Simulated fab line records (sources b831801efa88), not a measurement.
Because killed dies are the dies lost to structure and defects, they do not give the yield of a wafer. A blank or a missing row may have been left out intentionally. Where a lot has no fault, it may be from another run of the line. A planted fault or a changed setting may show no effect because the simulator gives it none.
Chamber matching	flow gf180mcu	GF_V5_CMP_04 on cmp-01 has 4 sister chambers
The step polishes SiO2. 14 wafers are shown with their chamber, then 7 later ones without.

## WAFERS PAIRED WITH THEIR CHAMBERS
wafer	chamber	motorCurrentA (A)
L705.2	0	12.3
L705.3	2	10.6
L705.5	2	10.9
L706.1	3	12.8
L706.5	1	12.2
L706.6	2	10.9
L707.1	2	10.9
L707.2	1	12.1
L707.4	0	12.8
L713.2	0	11.5
L713.3	3	13.5
L713.5	0	11.8
L724.1	2	10.6
L724.5	2	10.6

SIGNATURES (averages over the wafers above)
reading	chamber 0	chamber 1	chamber 2	chamber 3	scatter within a chamber
motorCurrentA	12.100	12.150	10.750	13.150	0.369
Rule: a wafer lies at a distance from a chamber equal to the root of the sum of squares, over the readings, of (its reading less the chamber's mean, divided by the reading's scatter). If the next closest chamber is less than 2 further off than the closest, the wafer can't be placed; otherwise it belongs to the closest. The scatter is the square root of a quotient: the sum, over the shown wafers, of each reading's squared deviation from its chamber's mean, divided by wafers minus chambers.

## WAFERS MISSING THEIR CHAMBER
wafer	motorCurrentA (A)
L724.6	13.1
L725.1	13.1
L725.3	12.2
L725.6	12.5
L726.3	12.2
L726.4	11.9
L726.6	11.4

## THE CHAMBER EACH PASSED THROUGH
wafer	from the rows above	in truth
L724.6	3	3
L725.1	3	3
L725.3	can't be placed: 1 or 0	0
L725.6	can't be placed: 1 or 0 or 3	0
L726.3	can't be placed: 1 or 0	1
L726.4	can't be placed: 0 or 1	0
L726.6	can't be placed: 2 or 0 or 1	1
Correct placement for 2 of the 7. From these rows, 5 cannot be placed; in 5 the true chamber is one of the candidates. Wrongly placed: 0.
